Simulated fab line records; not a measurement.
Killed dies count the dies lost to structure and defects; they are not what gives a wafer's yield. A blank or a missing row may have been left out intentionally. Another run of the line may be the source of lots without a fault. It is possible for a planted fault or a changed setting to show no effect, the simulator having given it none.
Which tool is to blame? :: flow gf180mcu :: 24 lots with 72 wafers sampled at 6 steps, on a route of 602 steps

== WHAT THE GAUGES SHOWED, per wafer ==
GF_SAB_THK_MEAS_01. Usual: for SAB_CVD_00_THK the level is 50.1 nm and the standard deviation is 0.79.
lot: L074
measured: day 14 09:40
on: film metro-01
SAB_CVD_00_THK (nm): 50.0 50.5 50.6
flag: 

lot: L075
measured: day 14 19:46
on: film metro-03
SAB_CVD_00_THK (nm): 49.4 49.3 50.0
flag: 

lot: L076
measured: day 15 08:15
on: film metro-02
SAB_CVD_00_THK (nm): 49.3 49.9 49.6
flag: 

lot: L077
measured: day 15 10:56
on: film metro-03
SAB_CVD_00_THK (nm): 48.6 49.6 48.2
flag: 

lot: L078
measured: day 15 19:10
on: film metro-03
SAB_CVD_00_THK (nm): 49.6 50.4 50.3
flag: 

lot: L079
measured: day 15 21:53
on: film metro-02
SAB_CVD_00_THK (nm): 50.6 50.8 51.2
flag: 

lot: L080
measured: day 16 10:04
on: film metro-03
SAB_CVD_00_THK (nm): 49.8 50.7 50.9
flag: 

lot: L081
measured: day 17 00:13
on: film metro-02
SAB_CVD_00_THK (nm): 50.7 51.6 51.1
flag: 

lot: L082
measured: day 17 03:07
on: film metro-03
SAB_CVD_00_THK (nm): 49.5 48.5 49.8
flag: 

lot: L083
measured: day 17 07:43
on: film metro-01
SAB_CVD_00_THK (nm): 51.3 50.4 51.4
flag: 

lot: L084
measured: day 17 17:43
on: film metro-03
SAB_CVD_00_THK (nm): 49.0 50.3 50.4
flag: 

lot: L085
measured: day 17 22:55
on: film metro-03
SAB_CVD_00_THK (nm): 50.4 50.2 50.0
flag: 

lot: L086
measured: day 18 14:56
on: film metro-02
SAB_CVD_00_THK (nm): 50.2 49.1 51.2
flag: 

lot: L087
measured: day 18 19:28
on: film metro-02
SAB_CVD_00_THK (nm): 50.3 50.4 51.5
flag: 

lot: L088
measured: day 19 04:34
on: film metro-02
SAB_CVD_00_THK (nm): 48.7 50.0 50.1
flag: 

lot: L089
measured: day 19 13:19
on: film metro-03
SAB_CVD_00_THK (nm): 49.6 49.6 51.0
flag: 

lot: L090
measured: day 19 18:07
on: film metro-01
SAB_CVD_00_THK (nm): 49.5 50.7 51.1
flag: 

lot: L091
measured: day 20 05:23
on: film metro-03
SAB_CVD_00_THK (nm): 49.9 50.2 50.3
flag: 

lot: L092
measured: day 20 19:40
on: film metro-03
SAB_CVD_00_THK (nm): 49.8 51.2 49.6
flag: 

lot: L093
measured: day 20 22:10
on: film metro-02
SAB_CVD_00_THK (nm): 50.4 49.0 52.1
flag: 

lot: L094
measured: day 21 04:22
on: film metro-03
SAB_CVD_00_THK (nm): 49.5 49.8 49.0
flag: 

lot: L095
measured: day 21 15:35
on: film metro-01
SAB_CVD_00_THK (nm): 48.2 49.7 49.9
flag: 

lot: L096
measured: day 22 01:10
on: film metro-03
SAB_CVD_00_THK (nm): 50.8 50.4 51.9
flag: 

lot: L097
measured: day 22 07:44
on: film metro-01
SAB_CVD_00_THK (nm): 50.6 49.7 51.2
flag: 

GF_V3_OVL_MEAS_15. Usual: for V3_OVL the level is -3 nm and the standard deviation is 4.9.
lot: L074
measured: day 22 15:31
on: overlay-01
V3_OVL (nm): -11 -11 -10
flag: 

lot: L075
measured: day 23 00:43
on: overlay-02
V3_OVL (nm): -6 -1 -5
flag: 

lot: L076
measured: day 23 13:46
on: overlay-01
V3_OVL (nm): 9 -6 -1
flag: 

lot: L077
measured: day 23 17:01
on: overlay-01
V3_OVL (nm): -1 -4 -6
flag: 

lot: L078
measured: day 24 00:37
on: overlay-01
V3_OVL (nm): 0 -7 -5
flag: 

lot: L079
measured: day 24 02:38
on: overlay-01
V3_OVL (nm): -7 0 -1
flag: 

lot: L080
measured: day 24 16:55
on: overlay-02
V3_OVL (nm): 3 5 -5
flag: 

lot: L081
measured: day 25 06:58
on: overlay-01
V3_OVL (nm): -2 -6 -1
flag: 

lot: L082
measured: day 25 07:55
on: overlay-02
V3_OVL (nm): -3 -2 -11
flag: 

lot: L083
measured: day 25 10:46
on: overlay-02
V3_OVL (nm): -7 -2 -7
flag: 

lot: L084
measured: day 25 21:34
on: overlay-01
V3_OVL (nm): 3 1 0
flag: 

lot: L085
measured: day 26 02:22
on: overlay-01
V3_OVL (nm): 4 5 8
flag: 

lot: L086
measured: day 26 15:55
on: overlay-02
V3_OVL (nm): 1 -2 -1
flag: 

lot: L087
measured: day 26 20:10
on: overlay-01
V3_OVL (nm): 0 -5 -4
flag: 

lot: L088
measured: day 27 05:19
on: overlay-02
V3_OVL (nm): -14 -9 -4
flag: 

lot: L089
measured: day 27 11:04
on: overlay-01
V3_OVL (nm): -1 1 3
flag: 

lot: L090
measured: day 27 14:43
on: overlay-02
V3_OVL (nm): -10 -14 -11
flag: 

lot: L091
measured: day 28 00:46
on: overlay-02
V3_OVL (nm): 8 7 1
flag: 

lot: L092
measured: day 28 13:16
on: overlay-02
V3_OVL (nm): -7 -4 -2
flag: 

lot: L093
measured: day 28 13:37
on: overlay-01
V3_OVL (nm): -1 -3 7
flag: 

lot: L094
measured: day 28 18:54
on: overlay-02
V3_OVL (nm): -4 1 -13
flag: 

lot: L095
measured: day 29 05:24
on: overlay-02
V3_OVL (nm): -10 -8 -11
flag: 

lot: L096
measured: day 29 14:22
on: overlay-01
V3_OVL (nm): -11 -2 -9
flag: 

lot: L097
measured: day 29 17:35
on: overlay-01
V3_OVL (nm): -2 -3 -1
flag: 

GF_V4_THK_MEAS_25: measures by xrf. Usual: for V4_W_THK the level is 334 nm and the standard deviation is 5.
lot: L074
measured: day 24 16:36
on: film metro-03
V4_W_THK (nm): 336 334 341
flag: 

lot: L075
measured: day 25 00:49
on: film metro-04
V4_W_THK (nm): 334 330 331
flag: 

lot: L076
measured: day 25 12:57
on: film metro-03
V4_W_THK (nm): 327 325 328
flag: 

lot: L077
measured: day 25 16:50
on: film metro-01
V4_W_THK (nm): 340 340 342
flag: 

lot: L078
measured: day 25 23:41
on: film metro-01
V4_W_THK (nm): 343 332 338
flag: 

lot: L079
measured: day 26 01:23
on: film metro-04
V4_W_THK (nm): 328 331 334
flag: 

lot: L080
measured: day 26 15:20
on: film metro-04
V4_W_THK (nm): 328 327 327
flag: 

lot: L081
measured: day 27 05:28
on: film metro-04
V4_W_THK (nm): 336 337 333
flag: 

lot: L082
measured: day 27 07:08
on: film metro-01
V4_W_THK (nm): 344 336 337
flag: 

lot: L083
measured: day 27 08:11
on: film metro-01
V4_W_THK (nm): 344 338 336
flag: 

lot: L084
measured: day 27 18:50
on: film metro-01
V4_W_THK (nm): 340 347 343
flag: 

lot: L085
measured: day 28 00:15
on: film metro-04
V4_W_THK (nm): 329 329 329
flag: 

lot: L086
measured: day 28 12:45
on: film metro-04
V4_W_THK (nm): 333 330 334
flag: 

lot: L087
measured: day 28 16:31
on: film metro-04
V4_W_THK (nm): 330 335 331
flag: 

lot: L088
measured: day 29 01:01
on: film metro-03
V4_W_THK (nm): 332 336 325
flag: 

lot: L089
measured: day 29 07:01
on: film metro-03
V4_W_THK (nm): 330 327 329
flag: 

lot: L090
measured: day 29 09:46
on: film metro-01
V4_W_THK (nm): 336 334 336
flag: 

lot: L091
measured: day 29 20:07
on: film metro-01
V4_W_THK (nm): 332 335 330
flag: 

lot: L092
measured: day 30 07:24
on: film metro-04
V4_W_THK (nm): 329 328 331
flag: 

lot: L093
measured: day 30 08:34
on: film metro-04
V4_W_THK (nm): 329 329 332
flag: 

lot: L094
measured: day 30 13:18
on: film metro-01
V4_W_THK (nm): 335 335 336
flag: 

lot: L095
measured: day 30 22:39
on: film metro-01
V4_W_THK (nm): 334 334 340
flag: 

lot: L096
measured: day 31 07:23
on: film metro-01
V4_W_THK (nm): 340 333 334
flag: 

lot: L097
measured: day 31 10:01
on: film metro-01
V4_W_THK (nm): 338 335 339
flag: 

== WHICH TOOL RAN EACH LOT (tool, then ch and the chambers of the sampled wafers, then the start) ==
lot: L074
GF_CONTACT_PEB_12: litho track-02 ch 0, day 17 07:25 or earlier
GF_M1_METAL_ETCH_16: rie metal-03 ch 0,1, day 17 07:25
GF_M3_SPUTTER_00: pvd sputter-04, day 20 13:58

lot: L075
GF_CONTACT_PEB_12: litho track-04 ch 0, day 17 17:29 or earlier
GF_M1_METAL_ETCH_16: rie metal-02 ch 0,1, day 17 17:29
GF_M3_SPUTTER_00: pvd sputter-03, day 21 00:16

lot: L076
GF_CONTACT_PEB_12: litho track-02 ch 0, day 18 07:13 or earlier
GF_M1_METAL_ETCH_16: rie metal-01 ch 0, day 18 07:13
GF_M3_SPUTTER_00: pvd sputter-04, day 21 13:13

lot: L077
GF_CONTACT_PEB_12: litho track-04 ch 0, day 18 11:10 or earlier
GF_M1_METAL_ETCH_16: rie metal-02 ch 0,1, day 18 11:10
GF_M3_SPUTTER_00: pvd sputter-01, day 21 17:34

lot: L078
GF_CONTACT_PEB_12: litho track-03 ch 0, day 18 19:41 or earlier
GF_M1_METAL_ETCH_16: rie metal-01 ch 0,1, day 18 19:41
GF_M3_SPUTTER_00: pvd sputter-01, day 22 01:31

lot: L079
GF_CONTACT_PEB_12: litho track-04 ch 0, day 18 22:03 or earlier
GF_M1_METAL_ETCH_16: rie metal-03 ch 0,1, day 18 22:03
GF_M3_SPUTTER_00: pvd sputter-01, day 22 03:34

lot: L080
GF_CONTACT_PEB_12: litho track-04 ch 0, day 19 12:17 or earlier
GF_M1_METAL_ETCH_16: rie metal-01 ch 0,1, day 19 12:17
GF_M3_SPUTTER_00: pvd sputter-04, day 22 17:58

lot: L081
GF_CONTACT_PEB_12: litho track-02 ch 0, day 20 03:41 or earlier
GF_M1_METAL_ETCH_16: rie metal-01 ch 0,1, day 20 03:41
GF_M3_SPUTTER_00: pvd sputter-04, day 23 09:01

lot: L082
GF_CONTACT_PEB_12: litho track-02 ch 0, day 20 06:55 or earlier
GF_M1_METAL_ETCH_16: rie metal-03 ch 0,1, day 20 06:55
GF_M3_SPUTTER_00: pvd sputter-01, day 23 10:46

lot: L083
GF_CONTACT_PEB_12: litho track-02 ch 0, day 20 09:38 or earlier
GF_M1_METAL_ETCH_16: rie metal-01 ch 1, day 20 09:38
GF_M3_SPUTTER_00: pvd sputter-01, day 23 13:13

lot: L084
GF_CONTACT_PEB_12: litho track-03 ch 0, day 20 21:43 or earlier
GF_M1_METAL_ETCH_16: rie metal-02 ch 0,1, day 20 21:43
GF_M3_SPUTTER_00: pvd sputter-03, day 24 00:07

lot: L085
GF_CONTACT_PEB_12: litho track-04 ch 0, day 21 02:38 or earlier
GF_M1_METAL_ETCH_16: rie metal-03 ch 0,1, day 21 02:38
GF_M3_SPUTTER_00: pvd sputter-04, day 24 04:43

lot: L086
GF_CONTACT_PEB_12: litho track-04 ch 0, day 21 17:32 or earlier
GF_M1_METAL_ETCH_16: rie metal-03 ch 0,1, day 21 17:32
GF_M3_SPUTTER_00: pvd sputter-01, day 24 19:16

lot: L087
GF_CONTACT_PEB_12: litho track-02 ch 0, day 21 23:31 or earlier
GF_M1_METAL_ETCH_16: rie metal-01 ch 0,1, day 21 23:31
GF_M3_SPUTTER_00: pvd sputter-01, day 25 00:29

lot: L088
GF_CONTACT_PEB_12: litho track-03 ch 0, day 22 07:22 or earlier
GF_M1_METAL_ETCH_16: rie metal-03 ch 0, day 22 07:22
GF_M3_SPUTTER_00: pvd sputter-04, day 25 09:08

lot: L089
GF_CONTACT_PEB_12: litho track-03 ch 0, day 22 15:56 or earlier
GF_M1_METAL_ETCH_16: rie metal-01 ch 0,1, day 22 15:56
GF_M3_SPUTTER_00: pvd sputter-01, day 25 15:37

lot: L090
GF_CONTACT_PEB_12: litho track-02 ch 0, day 22 19:39 or earlier
GF_M1_METAL_ETCH_16: rie metal-01 ch 0,1, day 22 19:39
GF_M3_SPUTTER_00: pvd sputter-04, day 25 19:19

lot: L091
GF_CONTACT_PEB_12: litho track-02 ch 0, day 23 07:24 or earlier
GF_M1_METAL_ETCH_16: rie metal-01 ch 0, day 23 07:24
GF_M3_SPUTTER_00: pvd sputter-01, day 26 06:07

lot: L092
GF_CONTACT_PEB_12: litho track-04 ch 0, day 23 20:53 or earlier
GF_M1_METAL_ETCH_16: rie metal-03 ch 1, day 23 20:53
GF_M3_SPUTTER_00: pvd sputter-04, day 26 19:34

lot: L093
GF_CONTACT_PEB_12: litho track-02 ch 0, day 23 21:49 or earlier
GF_M1_METAL_ETCH_16: rie metal-02 ch 0,1, day 23 21:49
GF_M3_SPUTTER_00: pvd sputter-01, day 26 20:25

lot: L094
GF_CONTACT_PEB_12: litho track-03 ch 0, day 24 04:08 or earlier
GF_M1_METAL_ETCH_16: rie metal-01 ch 0,1, day 24 04:08
GF_M3_SPUTTER_00: pvd sputter-03, day 27 01:46

lot: L095
GF_CONTACT_PEB_12: litho track-03 ch 0, day 24 14:37 or earlier
GF_M1_METAL_ETCH_16: rie metal-03 ch 0,1, day 24 14:37
GF_M3_SPUTTER_00: pvd sputter-04, day 27 12:24

lot: L096
GF_CONTACT_PEB_12: litho track-04 ch 0, day 25 00:57 or earlier
GF_M1_METAL_ETCH_16: rie metal-01 ch 1, day 25 00:57
GF_M3_SPUTTER_00: pvd sputter-03, day 27 21:29

lot: L097
GF_CONTACT_PEB_12: litho track-02 ch 0, day 25 05:21 or earlier
GF_M1_METAL_ETCH_16: rie metal-02 ch 0,1, day 25 05:21
GF_M3_SPUTTER_00: pvd sputter-03, day 28 01:31
- GF_CONTACT_PEB_12: peb time 93.16 s.
- GF_M1_METAL_ETCH_16: etches the open film in Cl2/BCl3, stops on SiO2, target depth 750.8 nm, time 125.1 s.
- GF_M3_SPUTTER_00: material Ti, target thk 37.5 nm, time 150 s.

== WHAT THE TOOLS THEMSELVES READ (means of the sampled wafers that have a number; where no wafer has one, the mark that the record gives instead) ==
GF_CONTACT_PEB_12. Usual: plate sensor t centre C 136.13 C, standard deviation 0.0098; plate sensor t edge C 136.29 C, standard deviation 0.01.
lot: L074
tool: litho track-02
plate sensor t centre C (C): 136.13
plate sensor t edge C (C): 136.28
flag: 

lot: L075
tool: litho track-04
plate sensor t centre C (C): 136.13
plate sensor t edge C (C): 136.29
flag: 

lot: L076
tool: litho track-02
plate sensor t centre C (C): 136.13
plate sensor t edge C (C): 136.30
flag: 

lot: L077
tool: litho track-04
plate sensor t centre C (C): 136.14
plate sensor t edge C (C): 136.29
flag: 

lot: L078
tool: litho track-03
plate sensor t centre C (C): 136.14
plate sensor t edge C (C): 136.28
flag: 

lot: L079
tool: litho track-04
plate sensor t centre C (C): 136.13
plate sensor t edge C (C): 136.29
flag: 

lot: L080
tool: litho track-04
plate sensor t centre C (C): 136.14
plate sensor t edge C (C): 136.29
flag: 

lot: L081
tool: litho track-02
plate sensor t centre C (C): 136.12
plate sensor t edge C (C): 136.30
flag: 

lot: L082
tool: litho track-02
plate sensor t centre C (C): 136.12
plate sensor t edge C (C): 136.30
flag: 

lot: L083
tool: litho track-02
plate sensor t centre C (C): 136.13
plate sensor t edge C (C): 136.30
flag: 

lot: L084
tool: litho track-03
plate sensor t centre C (C): 136.13
plate sensor t edge C (C): 136.31
flag: 

lot: L085
tool: litho track-04
plate sensor t centre C (C): 136.13
plate sensor t edge C (C): 136.29
flag: 

lot: L086
tool: litho track-04
plate sensor t centre C (C): 136.12
plate sensor t edge C (C): 136.29
flag: 

lot: L087
tool: litho track-02
plate sensor t centre C (C): 136.13
plate sensor t edge C (C): 136.29
flag: 

lot: L088
tool: litho track-03
plate sensor t centre C (C): 136.13
plate sensor t edge C (C): 136.29
flag: 

lot: L089
tool: litho track-03
plate sensor t centre C (C): 136.13
plate sensor t edge C (C): 136.29
flag: 

lot: L090
tool: litho track-02
plate sensor t centre C (C): 136.13
plate sensor t edge C (C): 136.30
flag: 

lot: L091
tool: litho track-02
plate sensor t centre C (C): 136.12
plate sensor t edge C (C): 136.29
flag: 

lot: L092
tool: litho track-04
plate sensor t centre C (C): 136.12
plate sensor t edge C (C): 136.29
flag: 

lot: L093
tool: litho track-02
plate sensor t centre C (C): 136.14
plate sensor t edge C (C): 136.29
flag: 

lot: L094
tool: litho track-03
plate sensor t centre C (C): 136.14
plate sensor t edge C (C): 136.30
flag: 

lot: L095
tool: litho track-03
plate sensor t centre C (C): 136.14
plate sensor t edge C (C): 136.29
flag: 

lot: L096
tool: litho track-04
plate sensor t centre C (C): 136.12
plate sensor t edge C (C): 136.29
flag: 

lot: L097
tool: litho track-02
plate sensor t centre C (C): 136.13
plate sensor t edge C (C): 136.27
flag: 

GF_M1_METAL_ETCH_16. Usual: drypump motor current A 5.7 A, standard deviation 0.51; oes product au 0.988 a.u., standard deviation 0.0089; throttle valve pct 28.231 %, standard deviation 0.012.
lot: L074
tool: rie metal-03
drypump motor current A (A): 5.9
oes product au (a.u.): 0.996
throttle valve pct (%): 28.228
flag: 

lot: L075
tool: rie metal-02
drypump motor current A (A): 6.0
oes product au (a.u.): 0.977
throttle valve pct (%): 28.234
flag: 

lot: L076
tool: rie metal-01
drypump motor current A (A): 5.8
oes product au (a.u.): 1.000
throttle valve pct (%): 28.221
flag: 

lot: L077
tool: rie metal-02
drypump motor current A (A): 6.2
oes product au (a.u.): 0.977
throttle valve pct (%): 28.243
flag: 

lot: L078
tool: rie metal-01
drypump motor current A (A): 5.6
oes product au (a.u.): 0.988
throttle valve pct (%): 28.230
flag: 

lot: L079
tool: rie metal-03
drypump motor current A (A): 5.9
oes product au (a.u.): 0.993
throttle valve pct (%): 28.233
flag: 

lot: L080
tool: rie metal-01
drypump motor current A (A): 5.7
oes product au (a.u.): 0.989
throttle valve pct (%): 28.227
flag: 

lot: L081
tool: rie metal-01
drypump motor current A (A): 5.6
oes product au (a.u.): 0.987
throttle valve pct (%): 28.229
flag: 

lot: L082
tool: rie metal-03
drypump motor current A (A): 5.9
oes product au (a.u.): 0.991
throttle valve pct (%): 28.224
flag: 

lot: L083
tool: rie metal-01
drypump motor current A (A): 5.5
oes product au (a.u.): 0.985
throttle valve pct (%): 28.231
flag: 

lot: L084
tool: rie metal-02
drypump motor current A (A): 5.9
oes product au (a.u.): 0.980
throttle valve pct (%): 28.243
flag: 

lot: L085
tool: rie metal-03
drypump motor current A (A): 5.9
oes product au (a.u.): 0.995
throttle valve pct (%): 28.221
flag: 

lot: L086
tool: rie metal-03
drypump motor current A (A): 5.9
oes product au (a.u.): 0.997
throttle valve pct (%): 28.219
flag: 

lot: L087
tool: rie metal-01
drypump motor current A (A): 5.7
oes product au (a.u.): 0.988
throttle valve pct (%): 28.234
flag: 

lot: L088
tool: rie metal-03
drypump motor current A (A): 6.4
oes product au (a.u.): 0.994
throttle valve pct (%): 28.222
flag: 

lot: L089
tool: rie metal-01
drypump motor current A (A): 5.7
oes product au (a.u.): 0.993
throttle valve pct (%): 28.227
flag: 

lot: L090
tool: rie metal-01
drypump motor current A (A): 5.6
oes product au (a.u.): 0.986
throttle valve pct (%): 28.235
flag: 

lot: L091
tool: rie metal-01
drypump motor current A (A): 5.8
oes product au (a.u.): 0.999
throttle valve pct (%): 28.223
flag: 

lot: L092
tool: rie metal-03
drypump motor current A (A): 4.9
oes product au (a.u.): 0.988
throttle valve pct (%): 28.221
flag: 

lot: L093
tool: rie metal-02
drypump motor current A (A): 6.0
oes product au (a.u.): 0.982
throttle valve pct (%): 28.243
flag: 

lot: L094
tool: rie metal-01
drypump motor current A (A): 5.7
oes product au (a.u.): 0.993
throttle valve pct (%): 28.226
flag: 

lot: L095
tool: rie metal-03
drypump motor current A (A): 5.4
oes product au (a.u.): 0.993
throttle valve pct (%): 28.228
flag: 

lot: L096
tool: rie metal-01
drypump motor current A (A): 5.5
oes product au (a.u.): 0.982
throttle valve pct (%): 28.240
flag: 

lot: L097
tool: rie metal-02
drypump motor current A (A): 6.0
oes product au (a.u.): 0.976
throttle valve pct (%): 28.240
flag: 

GF_M3_SPUTTER_00. Usual: substrate temp c 199.98 C, standard deviation 0.16; throttle valve pct 30.2 %, standard deviation 0.69.
lot: L074
tool: pvd sputter-04
substrate temp c (C): 199.96
throttle valve pct (%): 30.2
flag: 

lot: L075
tool: pvd sputter-03
substrate temp c (C): 200.00
throttle valve pct (%): 30.1
flag: 

lot: L076
tool: pvd sputter-04
substrate temp c (C): 199.90
throttle valve pct (%): 30.3
flag: 

lot: L077
tool: pvd sputter-01
substrate temp c (C): 199.96
throttle valve pct (%): 30.1
flag: 

lot: L078
tool: pvd sputter-01
substrate temp c (C): 199.92
throttle valve pct (%): 29.8
flag: 

lot: L079
tool: pvd sputter-01
substrate temp c (C): 200.04
throttle valve pct (%): 29.9
flag: 

lot: L080
tool: pvd sputter-04
substrate temp c (C): 200.08
throttle valve pct (%): 30.0
flag: 

lot: L081
tool: pvd sputter-04
substrate temp c (C): 199.87
throttle valve pct (%): 30.4
flag: 

lot: L082
tool: pvd sputter-01
substrate temp c (C): 199.95
throttle valve pct (%): 29.5
flag: 

lot: L083
tool: pvd sputter-01
substrate temp c (C): 199.96
throttle valve pct (%): 29.5
flag: 

lot: L084
tool: pvd sputter-03
substrate temp c (C): 199.99
throttle valve pct (%): 29.8
flag: 

lot: L085
tool: pvd sputter-04
substrate temp c (C): 200.15
throttle valve pct (%): 30.2
flag: 

lot: L086
tool: pvd sputter-01
substrate temp c (C): 200.00
throttle valve pct (%): 29.8
flag: 

lot: L087
tool: pvd sputter-01
substrate temp c (C): 200.00
throttle valve pct (%): 29.9
flag: 

lot: L088
tool: pvd sputter-04
substrate temp c (C): 200.05
throttle valve pct (%): 30.3
flag: 

lot: L089
tool: pvd sputter-01
substrate temp c (C): 199.93
throttle valve pct (%): 30.0
flag: 

lot: L090
tool: pvd sputter-04
substrate temp c (C): 200.18
throttle valve pct (%): 30.3
flag: 

lot: L091
tool: pvd sputter-01
substrate temp c (C): 199.86
throttle valve pct (%): 29.5
flag: 

lot: L092
tool: pvd sputter-04
substrate temp c (C): 199.90
throttle valve pct (%): 30.3
flag: 

lot: L093
tool: pvd sputter-01
substrate temp c (C): 199.90
throttle valve pct (%): 29.9
flag: 

lot: L094
tool: pvd sputter-03
substrate temp c (C): 200.00
throttle valve pct (%): 30.8
flag: 

lot: L095
tool: pvd sputter-04
substrate temp c (C): 199.88
throttle valve pct (%): 30.0
flag: 

lot: L096
tool: pvd sputter-03
substrate temp c (C): 199.97
throttle valve pct (%): 30.4
flag: 

lot: L097
tool: pvd sputter-03
substrate temp c (C): 200.26
throttle valve pct (%): 30.6
flag: 

== THE ANSWER, worked out from the rows above alone ==
Rule: lot off if the mean of its wafers having a number is beyond 3 standard deviations from the usual mean. A lot without any number at a reading at which 4 lots or more have one is off too. All remaining lots with rows at the step are treated as sound. After the gauges, taken in route order, come the tools' own readings; for these a lot's mean is taken, as printed above. The first step at which some lot is off is used, and at that step the reading that is off furthest; a lot without a number counts as furthest.
Across all readings shown, no lot is off: no conclusion can be drawn from this.

== WHAT WAS PUT IN BY THE SIMULATOR ==
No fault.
